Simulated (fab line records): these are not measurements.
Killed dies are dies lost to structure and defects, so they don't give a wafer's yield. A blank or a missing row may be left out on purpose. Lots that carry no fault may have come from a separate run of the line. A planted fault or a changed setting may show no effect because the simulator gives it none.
Chamber matching -- flow gf180mcu -- 4 sister chambers for GF_V4_CMP_26 on cmp-02
The step polishes, stops on SiO2, t overpolish 15 s, target thk 0 nm. 22 wafers are shown with their chamber, then 11 later ones without.

== WAFERS PAIRED WITH THEIR CHAMBERS ==
wafer,chamber,motor-current-A (A),time-to-endpoint-s (s),slurry-flow-ml-min
L075.1,2,11.1,82,149.4
L075.2,0,11.3,85,149.1
L075.5,3,14.2,86,149.3
L076.2,2,11.2,85,149.6
L076.5,1,12.8,82,150.3
L076.6,2,10.7,85,149.6
L078.1,0,11.1,84,150.5
L078.2,3,13.9,93,150.1
L078.5,1,11.2,84,150.8
L080.1,0,10.7,84,150.3
L080.2,1,11.4,82,150.5
L080.6,0,10.8,81,149.5
L081.1,2,11.0,85,150.2
L081.4,0,11.6,82,149.3
L081.6,1,11.7,83,149.8
L082.3,3,13.6,91,149.9
L082.4,1,12.2,81,150.2
L082.5,2,10.9,86,149.4
L083.1,1,12.5,88,150.3
L083.2,0,11.6,82,150.0
L083.5,0,12.0,82,150.2
L084.1,3,14.6,90,150.2

SIGNATURES, as means of the wafers listed above
reading,chamber 0,chamber 1,chamber 2,chamber 3,scatter within a chamber
motor-current-A,11.300,11.967,10.980,14.075,0.473
time-to-endpoint-s,82.86,83.33,84.60,90.00,2.1
slurry-flow-ml-min,149.843,150.317,149.640,149.875,0.423
Rule: for a wafer and a chamber, the distance is found by dividing, reading by reading, the gap between the wafer's reading and the chamber's mean by the reading's scatter, squaring, summing and taking the root. The wafer belongs to the nearest chamber; if the next one is less than 2 further off, it can't be placed. The scatter: take each reading less its chamber's mean, square it, sum over the shown wafers, divide by the number of wafers less the number of chambers, and take the root.

== WAFERS WHOSE CHAMBER IS MISSING ==
wafer,motor-current-A (A),time-to-endpoint-s (s),slurry-flow-ml-min
L084.3,11.9,84,150.2
L084.4,11.4,83,149.9
L085.3,10.8,82,150.3
L085.5,12.8,92,150.1
L085.6,11.9,81,150.3
L087.3,11.4,77,149.9
L087.4,11.0,79,149.5
L087.5,14.3,86,149.9
L097.1,11.7,87,150.7
L097.2,11.4,88,150.2
L097.4,13.9,95,149.7

== THE CHAMBER EACH PASSED THROUGH ==
wafer,from the rows above,in truth
L084.3,can't be placed: 1 or 0 or 2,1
L084.4,can't be placed: 0 or 2 or 1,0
L085.3,can't be placed: 0 or 2 or 1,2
L085.5,can't be placed: 3 or 1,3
L085.6,can't be placed: 1 or 0 or 2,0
L087.3,can't be placed: 0 or 1 or 2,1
L087.4,can't be placed: 0 or 2 or 1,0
L087.5,3,3
L097.1,can't be placed: 1 or 0 or 2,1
L097.2,can't be placed: 2 or 1 or 0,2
L097.4,3,3
Correct placement for 2 of the 11. Unplaceable from these rows: 9, with the true chamber sitting among the candidates in 9. Wrongly placed: 0.
